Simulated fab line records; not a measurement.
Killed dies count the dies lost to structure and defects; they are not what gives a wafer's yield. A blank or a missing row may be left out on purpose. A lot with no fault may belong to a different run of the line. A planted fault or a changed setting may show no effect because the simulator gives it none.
Check of tool commonality :: flow sky130 :: Lots sampled 10, wafers sampled 30

## WHAT PROMPTED THE OPENING
2 of 10 lots carry a flag on the reading SONOS_ONO_CVD_04_THK at SKY_SONOS_ONO_THK_MEAS_05. Wafers without a fault read 5.75 nm, standard deviation 0.099.
Rule: a lot is flagged in two cases, either no wafer of it has a number, or all its wafers with numbers fall more than 4 standard deviations from that mean. All remaining lots are regarded as sound.

lot: L919
measured: day 11 20:57
on: film metro-01
SONOS_ONO_CVD_04_THK (nm), wafer by wafer: 5.77 5.80 5.76
flag: 

lot: L920
measured: day 12 04:11
on: film metro-04
SONOS_ONO_CVD_04_THK (nm), wafer by wafer: 5.72 5.56 5.71
flag: 

lot: L921
measured: day 12 12:49
on: film metro-01
SONOS_ONO_CVD_04_THK (nm), wafer by wafer: 5.83 5.78 5.78
flag: 

lot: L922
measured: day 12 23:13
on: film metro-01
SONOS_ONO_CVD_04_THK (nm), wafer by wafer: 5.75 5.69 5.72
flag: 

lot: L923
measured: day 13 03:46
on: film metro-02
SONOS_ONO_CVD_04_THK (nm), wafer by wafer: 5.75 5.75 5.79
flag: 

lot: L924
measured: day 13 11:23
on: film metro-04
SONOS_ONO_CVD_04_THK (nm), wafer by wafer: 5.61 5.67 5.77
flag: 

lot: L928
measured: day 15 13:47
on: film metro-04
SONOS_ONO_CVD_04_THK (nm), wafer by wafer: 5.80 5.73 5.80
flag: 

lot: L931
measured: day 15 21:34
on: film metro-01
SONOS_ONO_CVD_04_THK (nm), wafer by wafer: 9.00 8.99 9.02
flag: FLAGGED

lot: L930
measured: day 15 23:59
on: film metro-04
SONOS_ONO_CVD_04_THK (nm), wafer by wafer: 9.07 8.97 9.03
flag: FLAGGED

lot: L942
measured: day 19 13:54
on: film metro-01
SONOS_ONO_CVD_04_THK (nm), wafer by wafer: 5.88 5.89 5.88
flag: 
The numbers of the flagged lots are 9.01 nm on average: +3.26 nm against the usual, or +33 standard deviations.

## TOOL THAT RAN EACH LOT
The record holds 1 process step before the reading, out of a route of 708 steps. In each cell: the tool, then ch and the chambers that the sampled wafers went through, then the start.
lot: L919
flag: 
SKY_SONOS_ONO_CVD_04: lpcvd-03 ch 1, day 11 19:41

lot: L920
flag: 
SKY_SONOS_ONO_CVD_04: lpcvd-03 ch 0, day 12 02:56

lot: L921
flag: 
SKY_SONOS_ONO_CVD_04: lpcvd-03 ch 1, day 12 11:34

lot: L922
flag: 
SKY_SONOS_ONO_CVD_04: lpcvd-03 ch 0, day 12 21:57

lot: L923
flag: 
SKY_SONOS_ONO_CVD_04: lpcvd-03 ch 0, day 13 02:31

lot: L924
flag: 
SKY_SONOS_ONO_CVD_04: lpcvd-03 ch 1, day 13 10:08

lot: L928
flag: 
SKY_SONOS_ONO_CVD_04: lpcvd-03 ch 1, day 15 12:32

lot: L931
flag: FLAGGED
SKY_SONOS_ONO_CVD_04: lpcvd-03 ch 0, day 15 20:19

lot: L930
flag: FLAGGED
SKY_SONOS_ONO_CVD_04: lpcvd-03 ch 0, day 15 22:43

lot: L942
flag: 
SKY_SONOS_ONO_CVD_04: lpcvd-03 ch 1, day 19 12:39
These steps, and what they do:
- SKY_SONOS_ONO_CVD_04: deposits SiO2 from SiH4/N2O, target thk 5.7199 nm.
- SKY_SONOS_ONO_THK_MEAS_05

## FLAGGED AGAINST TOTAL, ONE TOOL AT A TIME (gauges that did the reading follow at the end)
step: SKY_SONOS_ONO_CVD_04
tool: lpcvd-03
lots run: 10
flagged: 2
share of the flagged lots: all
sound lots run after its first flagged lot: 1 (L942)

step: SKY_SONOS_ONO_THK_MEAS_05
tool: film metro-01
lots run: 5
flagged: 1
share of the flagged lots: some
sound lots run after its first flagged lot: 1 (L942)

step: SKY_SONOS_ONO_THK_MEAS_05
tool: film metro-02
lots run: 1
flagged: 0
share of the flagged lots: none
sound lots run after its first flagged lot: -

step: SKY_SONOS_ONO_THK_MEAS_05
tool: film metro-04
lots run: 4
flagged: 1
share of the flagged lots: some
sound lots run after its first flagged lot: 0

## WHAT THE TABLE ALLOWS
1 row of the table ran every flagged lot: lpcvd-03 at SKY_SONOS_ONO_CVD_04.
- lpcvd-03 at SKY_SONOS_ONO_CVD_04 ran 10 lots, 2 of them flagged. Lots that were sound ran on it after the first flagged one (L942); a persistent fault on the entire tool would not allow that. Its own readings lie more than 4 standard deviations out on every wafer of the flagged lots: spike tc bottom C, spike tc centre C, spike tc lower C, spike tc top C, spike tc upper C, susceptor temp C, zone power bottom pct, zone power lower pct, zone power upper pct.
No row of the table ran every flagged lot and no sound lot after the first.

## WHAT WAS PUT IN BY THE SIMULATOR
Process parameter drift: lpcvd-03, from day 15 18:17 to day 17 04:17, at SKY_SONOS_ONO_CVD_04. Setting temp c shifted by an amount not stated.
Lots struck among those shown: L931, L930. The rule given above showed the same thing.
